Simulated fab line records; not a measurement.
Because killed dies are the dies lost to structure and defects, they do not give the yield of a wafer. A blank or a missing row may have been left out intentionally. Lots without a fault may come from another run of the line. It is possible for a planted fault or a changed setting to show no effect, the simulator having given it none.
Check for tools in common || flow sky130 || 14 lots and 42 wafers in the sample

WHAT PROMPTED THE OPENING
SKY_LDD_LDN_TW_MEAS_13, reading LDD_LDN_TW: flagged on 2 of 14 lots. Fault-free wafers read 1480, with a standard deviation of 14.
Rule: flag the lot when none of its wafers has a number, or when each of its wafers that has one lies beyond 4 standard deviations from that mean. All remaining lots are regarded as sound.

{"lot": "L498", "measured": "day 22 09:46", "on": "film-metro-04", "LDD_LDN_TW, wafer by wafer": "1476 1481 1479", "flag": ""}
{"lot": "L499", "measured": "day 22 20:37", "on": "film-metro-01", "LDD_LDN_TW, wafer by wafer": "1516 1512 1517", "flag": ""}
{"lot": "L500", "measured": "day 23 07:57", "on": "film-metro-03", "LDD_LDN_TW, wafer by wafer": "1478 1485 1473", "flag": ""}
{"lot": "L502", "measured": "day 24 23:02", "on": "film-metro-04", "LDD_LDN_TW, wafer by wafer": "1460 1465 1460", "flag": ""}
{"lot": "L503", "measured": "day 25 06:40", "on": "film-metro-04", "LDD_LDN_TW, wafer by wafer": "1474 1473 1476", "flag": ""}
{"lot": "L504", "measured": "day 25 07:16", "on": "film-metro-01", "LDD_LDN_TW, wafer by wafer": "1506 1508 1508", "flag": ""}
{"lot": "L505", "measured": "day 25 13:08", "on": "film-metro-03", "LDD_LDN_TW, wafer by wafer": "1492 1484 1487", "flag": ""}
{"lot": "L506", "measured": "day 25 17:31", "on": "film-metro-04", "LDD_LDN_TW, wafer by wafer": "30 30 30", "flag": "FLAGGED"}
{"lot": "L507", "measured": "day 26 08:34", "on": "film-metro-03", "LDD_LDN_TW, wafer by wafer": "1478 1475 1472", "flag": ""}
{"lot": "L508", "measured": "day 26 14:37", "on": "film-metro-03", "LDD_LDN_TW, wafer by wafer": "30 30 30", "flag": "FLAGGED"}
{"lot": "L513", "measured": "day 28 04:05", "on": "film-metro-03", "LDD_LDN_TW, wafer by wafer": "1477 1475 1470", "flag": ""}
{"lot": "L518", "measured": "day 29 15:25", "on": "film-metro-04", "LDD_LDN_TW, wafer by wafer": "1468 1470 1477", "flag": ""}
{"lot": "L519", "measured": "day 30 14:05", "on": "film-metro-04", "LDD_LDN_TW, wafer by wafer": "1476 1466 1479", "flag": ""}
{"lot": "L521", "measured": "day 30 20:41", "on": "film-metro-04", "LDD_LDN_TW, wafer by wafer": "1473 1474 1478", "flag": ""}
Averaged over the flagged lots the numbers come to 30, -1450 from the usual (-99 or more standard deviations).

TOOL THAT RAN EACH LOT
The record holds 1 process step before the reading, out of a route of 708 steps. In each cell: the tool, then ch and the chambers that the sampled wafers went through, then the start.
{"lot": "L498", "flag": "", "SKY_LDD_LDN_DEVELOP_06": "litho-track-02 ch 0, day 22 08:53"}
{"lot": "L499", "flag": "", "SKY_LDD_LDN_DEVELOP_06": "litho-track-03 ch 0, day 22 19:44"}
{"lot": "L500", "flag": "", "SKY_LDD_LDN_DEVELOP_06": "litho-track-03 ch 0, day 23 07:04"}
{"lot": "L502", "flag": "", "SKY_LDD_LDN_DEVELOP_06": "litho-track-04 ch 0, day 24 22:08"}
{"lot": "L503", "flag": "", "SKY_LDD_LDN_DEVELOP_06": "litho-track-02 ch 0, day 25 05:46"}
{"lot": "L504", "flag": "", "SKY_LDD_LDN_DEVELOP_06": "litho-track-02 ch 0, day 25 06:22"}
{"lot": "L505", "flag": "", "SKY_LDD_LDN_DEVELOP_06": "litho-track-04 ch 0, day 25 12:16"}
{"lot": "L506", "flag": "FLAGGED", "SKY_LDD_LDN_DEVELOP_06": "litho-track-02 ch 0, day 25 16:37"}
{"lot": "L507", "flag": "", "SKY_LDD_LDN_DEVELOP_06": "litho-track-03 ch 0, day 26 07:41"}
{"lot": "L508", "flag": "FLAGGED", "SKY_LDD_LDN_DEVELOP_06": "litho-track-02 ch 0, day 26 13:44"}
{"lot": "L513", "flag": "", "SKY_LDD_LDN_DEVELOP_06": "litho-track-04 ch 0, day 28 03:13"}
{"lot": "L518", "flag": "", "SKY_LDD_LDN_DEVELOP_06": "litho-track-02 ch 0, day 29 14:31"}
{"lot": "L519", "flag": "", "SKY_LDD_LDN_DEVELOP_06": "litho-track-04 ch 0, day 30 13:11"}
{"lot": "L521", "flag": "", "SKY_LDD_LDN_DEVELOP_06": "litho-track-04 ch 0, day 30 19:47"}
These steps, and what they do:
- SKY_LDD_LDN_DEVELOP_06: develop time 60 s.
- SKY_LDD_LDN_TW_MEAS_13

FLAGGED AGAINST TOTAL, ONE TOOL AT A TIME (gauges that did the reading follow at the end)
{"step": "SKY_LDD_LDN_DEVELOP_06", "tool": "litho-track-02", "lots run": 6, "flagged": 2, "share of the flagged lots": "all", "sound lots run after its first flagged lot": "1 (L518)"}
{"step": "SKY_LDD_LDN_DEVELOP_06", "tool": "litho-track-03", "lots run": 3, "flagged": 0, "share of the flagged lots": "none", "sound lots run after its first flagged lot": "-"}
{"step": "SKY_LDD_LDN_DEVELOP_06", "tool": "litho-track-04", "lots run": 5, "flagged": 0, "share of the flagged lots": "none", "sound lots run after its first flagged lot": "-"}
{"step": "SKY_LDD_LDN_TW_MEAS_13", "tool": "film-metro-01", "lots run": 2, "flagged": 0, "share of the flagged lots": "none", "sound lots run after its first flagged lot": "-"}
{"step": "SKY_LDD_LDN_TW_MEAS_13", "tool": "film-metro-03", "lots run": 5, "flagged": 1, "share of the flagged lots": "some", "sound lots run after its first flagged lot": "1 (L513)"}
{"step": "SKY_LDD_LDN_TW_MEAS_13", "tool": "film-metro-04", "lots run": 7, "flagged": 1, "share of the flagged lots": "some", "sound lots run after its first flagged lot": "3 (L518,L519,L521)"}

THE TABLE: WHAT IT ALLOWS
Rows of the table that ran each flagged lot: 1, that is litho-track-02 at SKY_LDD_LDN_DEVELOP_06.
- litho-track-02 at SKY_LDD_LDN_DEVELOP_06 ran 6 lots, 2 of them flagged. Sound lots followed the first flagged one (L518) on it, something a lasting fault affecting the whole tool could not allow.
Every row of the table either missed a flagged lot or ran a sound lot after the first.

WHAT THE SIMULATOR HAD INSERTED
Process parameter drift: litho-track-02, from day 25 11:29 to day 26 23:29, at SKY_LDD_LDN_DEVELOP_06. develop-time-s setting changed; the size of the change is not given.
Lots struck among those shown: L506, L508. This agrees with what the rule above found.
